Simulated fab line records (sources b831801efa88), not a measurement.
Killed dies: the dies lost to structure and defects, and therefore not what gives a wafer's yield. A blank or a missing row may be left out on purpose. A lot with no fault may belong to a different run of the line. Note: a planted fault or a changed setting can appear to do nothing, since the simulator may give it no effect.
fab line records	flow gf180mcu
[record] lots = 5	wafers = 15	last_day = 35
route steps=602 shown HV_LDD@234 NSD@235 PSD@248
lots that met no fault: from a run of the same line without faults
start_h: the number of hours between the record's first day and the start of the first shown wafer of the lot	wait_h: hours since the lot's step before	" as in the row above	L1.1+2: several wafers, shown together as one row	- either no value or no given start	* or withheld: withheld	< > ~ a bound
route shown NAME@n: NAME is a module with steps in the file, n the number in the route of the first one	usual: mean and standard deviation over wafers with no fault	same: alike in all rows	chamber/n: place in a boat	sites: the reading at each site	_std_site: how widely they spread, as a standard deviation	_edge_site: inner sites' mean taken away from outer sites' mean	radius_mm: how far each site lies from the wafer's centre	mask NAME#n: copy n	behind: the most recent tool/chamber to have shaped the wafer	hold: why the lot was held/for how many hours/how that ended	device: the n, p or np transistor that did not switch	end of line: the same wafers' tests at the end of the route	a step without rows: its recipe alone	killed: dies lost to structure and defects at the first sort, not the wafer's yield	map: a wafer's dies, x killed, . not, _ none there
set.NAME: the setting as run; set.NAME@STEP: as run at that earlier step	model.NAME: the simulator's own value behind a step, which no gauge read
lots at selected steps of the route; one table per step, one row per wafer
services: from which hour (start_h, from the record's first day; less than 0 if before it) a tool's chamber was out of use, for how many hours, and why
[[steps]]
[step GF_HV_LDD_ETCHBACK_58]
[recipe] chemistry = CH3F/O2	target = Si3N4	stop_on = SiO2	source_w = 400	bias_w = 80	pressure_mtorr = 25	ch3f_flow_sccm = 40	O2_flow_sccm = 30	time_s = 100	target_depth_a = 900
[usual] drypump_motor_current_A = 5.8/0.49	oes_product_au = 0.842/0.0069	throttle_valve_pct = 10.560/0.0099
lot.wafer	tool	chamber	start_h	wait_h	drypump_motor_current_A	oes_product_au	rf_hours_counter_h	throttle_valve_pct
L111.1	rie_diel-02	0	301.25	0.1	5.9	0.852	34	10.550
L111.3	"	3	"	"	6.1	0.860	12	10.563
L111.6	"	3	"	"	6.1	0.857	-	10.553
L121.1	rie_diel-02	2	378.27	0.1	6.2	0.842	2	10.549
L121.3	"	1	"	"	5.7	0.841	56	10.557
L121.6	"	0	"	"	5.9	0.841	-	10.581
L122.1	rie_diel-01	2	387.34	0.1	5.5	0.836	85	10.574
L122.5	"	3	"	"	5.1	0.838	-	10.557
L122.6	"	0	"	"	5.4	0.846	-	10.560
L126.2	rie_diel-01	0	426.49	0.0	5.4	0.835	85	10.565
L126.3	"	3	"	"	5.1	0.842	36	10.565
L126.6	"	3	"	"	5.1	0.840	-	10.543
L132.1	rie_diel-01	1	476.25	0.1	5.3	0.842	5	10.581
L132.2	"	3	"	"	5.1	0.846	37	10.568
L132.3	"	2	"	"	5.5	0.842	87	10.570
[step GF_NSD_DEHYDRATE_00]
[recipe] temp_c = 200	time_s = 60
[step GF_NSD_HMDS_01]
[recipe] prime_time_s = 60	prime_temp_c = 120
[step GF_NSD_COAT_02]
[recipe] resist = NOVOLAK	spin_rpm = 3000	resist_thk_nm = 1000
[step GF_NSD_SOFTBAKE_03]
[recipe] temp_c = 90	time_s = 60	resist = NOVOLAK
[step GF_NSD_EXPOSE_04]
[recipe] mask_id = Nplus	target_cd_nm = 400	na = 0.6	source_shape = conventional	sigma_outer = 0.6	dose_mj = 140
[step GF_NSD_PEB_05]
[recipe] temp_c = withheld	time_s = *	resist = NOVOLAK
[step GF_NSD_DEVELOP_06]
[recipe] develop_time_s = 60	dev_temp_c = 23
[step GF_NSD_CD_MEAS_07]
[recipe] target_cd_nm = 400
[usual] cd_nm = 399.9/2.3
lot.wafer	tool	chamber	start_h	wait_h	cd_nm
L111.1	cd_sem-02	-	321.75	0.1	403.4
L111.3	"	-	"	"	400.8
L111.6	"	-	"	"	401.5
L121.1	cd_sem-02	-	401.79	0.1	397.3
L121.3	"	-	"	"	397.7
L121.6	"	-	"	"	399.6
L122.1	cd_sem-01	-	410.94	0.1	402.0
L122.5	"	-	"	"	400.4
L122.6	"	-	"	"	403.1
L126.2	cd_sem-01	-	451.42	0.1	398.0
L126.3	"	-	"	"	399.8
L126.6	"	-	"	"	400.3
L132.1	cd_sem-01	-	500.69	0.1	399.0
L132.2	"	-	"	"	400.7
L132.3	"	-	"	"	399.6
[step GF_NSD_OVL_MEAS_08]
[usual] NSD_OVL = -0.1/1.2
lot.wafer	tool	chamber	start_h	wait_h	NSD_OVL[nm]
L111.1	overlay-02	-	321.87	0.1	-0.8
L111.3	"	-	"	"	1.6
L111.6	"	-	"	"	-0.8
L121.1	overlay-01	-	401.91	0.1	2.1
L121.3	"	-	"	"	0.1
L121.6	"	-	"	"	-0.8
L122.1	overlay-02	-	411.06	0.1	-0.1
L122.5	"	-	"	"	-0.1
L122.6	"	-	"	"	-0.8
L126.2	overlay-02	-	451.53	0.1	0.2
L126.3	"	-	"	"	0.1
L126.6	"	-	"	"	-1.4
L132.1	overlay-02	-	500.81	0.1	0.9
L132.2	"	-	"	"	-0.4
L132.3	"	-	"	"	-0.9
[step GF_NSD_IMPLANT_09]
[recipe] species = As	energy_kev = 60	dose_cm2 = 4e+15	tilt_deg = 7
[step GF_NSD_IMPLANT_10]
[recipe] species = P	energy_kev = 40	dose_cm2 = 5e+14	tilt_deg = 7
[step GF_NSD_STRIP_11]
[recipe] chemistry = O2/N2	power_w = 1400	pressure_mtorr = 1500	platen_temp_c = 250	o2_flow_sccm = 3000	n2_flow_sccm = 300	overash_fraction = 0.5
[usual] drypump_motor_current_A = 5.8/0.37	heater_power_w = 322/36	oes_product_au = 0.487/0.0043	strip_time_to_endpoint_s = 22.95/0.035
lot.wafer	tool	chamber	start_h	wait_h	drypump_motor_current_A	heater_power_w	oes_product_au	rf_hours_counter_h	strip_time_to_endpoint_s	model.NOVOLAK_of_NSD_COAT_02.thk_nm
L111.1	plasma_asher-03	0	322.21	0.1	5.6	281	0.560	70	-	210.9
L111.3	"	0	"	"	5.6	281	0.565	-	-	211.1
L111.6	"	0	"	"	5.6	285	0.558	-	-	211.8
L121.1	plasma_asher-04	0	402.25	0.1	6.0	339	0.489	60	22.91	0
L121.3	"	0	"	"	6.0	356	0.490	-	22.91	0
L121.6	"	1	"	"	5.8	385	0.487	-	22.92	0
L122.1	plasma_asher-03	0	411.40	0.1	5.6	276	0.492	80	23.00	0
L122.5	"	0	"	"	5.6	283	0.489	-	22.94	0
L122.6	"	1	"	"	5.7	300	0.486	-	22.95	0
L126.2	plasma_asher-03	1	451.86	0.1	5.7	292	0.487	85	22.96	0
L126.3	"	1	"	"	5.7	291	0.484	-	22.98	0
L126.6	"	1	"	"	5.7	296	0.485	-	23.01	0
L132.1	plasma_asher-01	1	501.15	0.1	6.5	305	0.479	7	22.98	0
L132.2	"	0	"	"	5.2	333	0.492	7	22.99	0
L132.3	"	1	"	"	6.5	299	0.480	-	22.97	0
[step GF_NSD_TW_MEAS_12]
[usual] NSD_TW = 4238/31
lot.wafer	tool	chamber	start_h	wait_h	NSD_TW
L111.1	film_metro-01	-	322.31	0.1	4214
L111.3	"	-	"	"	4228
L111.6	"	-	"	"	4226
L121.1	film_metro-01	-	402.35	0.1	4258
L121.3	"	-	"	"	4247
L121.6	"	-	"	"	4252
L122.1	film_metro-04	-	411.50	0.1	4281
L122.5	"	-	"	"	4293
L122.6	"	-	"	"	4264
L126.2	film_metro-04	-	451.97	0.1	4268
L126.3	"	-	"	"	4266
L126.6	"	-	"	"	4272
L132.1	film_metro-01	-	501.25	0.1	4262
L132.2	"	-	"	"	4256
L132.3	"	-	"	"	4271
[step GF_PSD_DEHYDRATE_00]
[recipe] temp_c = 200	time_s = 60
[step GF_PSD_HMDS_01]
[recipe] prime_time_s = 60	prime_temp_c = 120
[step GF_PSD_COAT_02]
[recipe] resist = NOVOLAK	spin_rpm = 3000	resist_thk_nm = 1000
[step GF_PSD_SOFTBAKE_03]
[recipe] temp_c = 90	time_s = 60	resist = NOVOLAK
[step GF_PSD_EXPOSE_04]
[recipe] mask_id = Pplus	target_cd_nm = 400	na = 0.6	source_shape = conventional	sigma_outer = 0.6	dose_mj = 140
[step GF_PSD_PEB_05]
[recipe] temp_c = withheld	time_s = *	resist = NOVOLAK
[step GF_PSD_DEVELOP_06]
[recipe] develop_time_s = 60	dev_temp_c = 22.57
[step GF_PSD_CD_MEAS_07]
[recipe] target_cd_nm = 400
[usual] cd_nm = 399.5/2.3
lot.wafer	tool	chamber	start_h	wait_h	cd_nm
L111.1	cd_sem-02	-	343.80	0.1	397.1
L111.3	"	-	"	"	398.6
L111.6	"	-	"	"	396.9
L121.1	cd_sem-01	-	427.09	0.1	399.6
L121.3	"	-	"	"	399.4
L121.6	"	-	"	"	401.2
L122.1	cd_sem-02	-	435.81	0.1	397.2
L122.5	"	-	"	"	399.0
L122.6	"	-	"	"	397.4
L126.2	cd_sem-01	-	476.58	0.1	398.7
L126.3	"	-	"	"	399.1
L126.6	"	-	"	"	399.6
L132.1	cd_sem-02	-	524.66	0.1	397.2
L132.2	"	-	"	"	398.6
L132.3	"	-	"	"	397.9
[step GF_PSD_OVL_MEAS_08]
[usual] PSD_OVL = 0.5/1.6
lot.wafer	tool	chamber	start_h	wait_h	PSD_OVL[nm]
L111.1	overlay-01	-	343.92	0.1	2.7
L111.3	"	-	"	"	1.7
L111.6	"	-	"	"	2.4
L121.1	overlay-01	-	427.21	0.1	0.2
L121.3	"	-	"	"	0.8
L121.6	"	-	"	"	2.1
L122.1	overlay-02	-	435.93	0.1	-1.0
L122.5	"	-	"	"	-2.0
L122.6	"	-	"	"	0.3
L126.2	overlay-02	-	476.69	0.1	0.8
L126.3	"	-	"	"	3.9
L126.6	"	-	"	"	4.0
L132.1	overlay-02	-	524.78	0.1	3.2
L132.2	"	-	"	"	1.6
L132.3	"	-	"	"	1.9
[step GF_PSD_IMPLANT_09]
[recipe] species = BF2	energy_kev = 40	dose_cm2 = 1.5e+15	tilt_deg = 7
[step GF_PSD_STRIP_10]
[recipe] chemistry = O2/N2	power_w = 1400	pressure_mtorr = 1500	platen_temp_c = 250	o2_flow_sccm = 3000	n2_flow_sccm = 300	overash_fraction = 0.5
[usual] drypump_motor_current_A = 5.8/0.35	heater_power_w = 344/22	oes_product_au = 0.591/0.0045	strip_time_to_endpoint_s = 16.52/0.045
lot.wafer	tool	chamber	start_h	wait_h	drypump_motor_current_A	heater_power_w	oes_product_au	rf_hours_counter_h	strip_time_to_endpoint_s
L111.1	plasma_asher-04	0	344.10	0.1	6.0	344	0.617	53	19.67
L111.3	"	1	"	"	5.8	387	0.617	-	19.66
L111.6	"	1	"	"	5.8	386	0.609	-	19.67
L121.1	plasma_asher-04	1	427.40	0.1	5.8	378	0.597	63	16.51
L121.3	"	0	"	"	6.0	347	0.593	-	16.51
L121.6	"	0	"	"	6.0	342	0.586	-	16.52
L122.1	plasma_asher-02	1	436.12	0.1	5.7	344	0.597	33	16.51
L122.5	"	0	"	"	5.7	338	0.595	-	16.51
L122.6	"	1	"	"	5.8	338	0.589	-	16.52
L126.2	plasma_asher-04	1	476.87	0.1	5.8	377	0.593	68	16.52
L126.3	"	1	"	"	5.8	392	0.591	-	16.48
L126.6	"	0	"	"	6.0	348	0.598	-	16.50
L132.1	plasma_asher-04	0	524.97	0.1	6.0	349	0.590	73	16.57
L132.2	"	1	"	"	5.8	390	0.588	73	16.56
L132.3	"	1	"	"	5.8	372	0.587	-	16.54
[step GF_PSD_TW_MEAS_11]
[usual] PSD_TW = 3170/25
lot.wafer	tool	chamber	start_h	wait_h	PSD_TW
L111.1	film_metro-01	-	344.20	0.1	30
L111.3	"	-	"	"	30
L111.6	"	-	"	"	30
L121.1	film_metro-03	-	427.50	0.1	3127
L121.3	"	-	"	"	3107
L121.6	"	-	"	"	3130
L122.1	film_metro-03	-	436.22	0.1	3142
L122.5	"	-	"	"	3139
L122.6	"	-	"	"	3134
L126.2	film_metro-01	-	476.98	0.1	3183
L126.3	"	-	"	"	3167
L126.6	"	-	"	"	3181
L132.1	film_metro-04	-	525.07	0.1	3180
L132.2	"	-	"	"	3182
L132.3	"	-	"	"	3192
[step GF_PSD_CLEAN_12]
[recipe] chemistry = SC1/SC2	mix = 1:4:20	temp_c = 70	time_s = 150	dry = n2_spin
[[services]]
tool	chamber	start_h	hours	kind
rie_diel-02	0	285.03	1.2	repair
rie_diel-02	-	305.91	2.8	pm
rie_diel-02	3	322.05	14.6	repair
rie_diel-01	0	340.46	9.8	repair
plasma_asher-01	-	345.48	1.4	repair
rie_diel-01	-	346.99	2.8	pm
rie_diel-02	2	356.39	12.4	repair
plasma_asher-01	-	387.26	14.6	pm
plasma_asher-02	-	392.15	1.0	repair
plasma_asher-01	-	421.25	9.0	pm
plasma_asher-01	0	421.25	9.0	vent_cycle
plasma_asher-01	1	421.25	9.0	vent_cycle
rie_diel-02	1	425.52	9.6	repair
rie_diel-01	-	427.41	0.6	repair
rie_diel-01	0	427.50	15.8	repair
plasma_asher-01	0	430.25	-	clean
plasma_asher-04	-	454.10	2.2	repair
rie_diel-02	-	456.86	1.0	repair
plasma_asher-01	-	497.87	0.6	repair
rie_diel-02	0	502.16	17.2	repair
rie_diel-02	2	505.32	15.7	repair
rie_diel-01	2	523.89	-	clean
rie_diel-01	2	523.89	18.2	scheduled_down
rie_diel-01	2	523.89	18.2	vent_cycle
[[key]]
[first_sign] step = GF_NSD_STRIP_11	reading = oes_product_au	direction = up	sigmas = 17	usual = 0.487	struck = 0.561
[effect] step = GF_PSD_STRIP_10	reading = strip_time_to_endpoint_s	direction = up	sigmas = 70	usual = *	struck = *
[effect] step = GF_PSD_TW_MEAS_11	reading = PSD_TW	direction = down	sigmas = 99+	usual = 3170	struck = 30
[model_effect] step = GF_NSD_STRIP_11	value = NOVOLAK_of_NSD_COAT_02.thk_nm	without = 0	struck = 211.3
met_at GF_NSD_STRIP_11
struck_wafers L111.1,L111.3,L111.6
sort_left_out L111.1,L111.3,L111.6
tester_left_out L111
[fault] kind = strip_aborted	tool = plasma_asher-03	chamber = -	onset_h = 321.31	steps = GF_NSD_STRIP_11	offset = 0.42514	end_h = 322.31
// tester_left_out: of these lots the tester's yield and bins aren't shown, on N5 and GAA mostly nor the transistor test; their killed dies are dies lost to structure and defects alone, not to doping, threshold or leakage, so they don't give the yield
// sort_left_out: the simulated sort isn't trusted on such a fault, so these wafers' sort isn't shown, and their yield isn't known
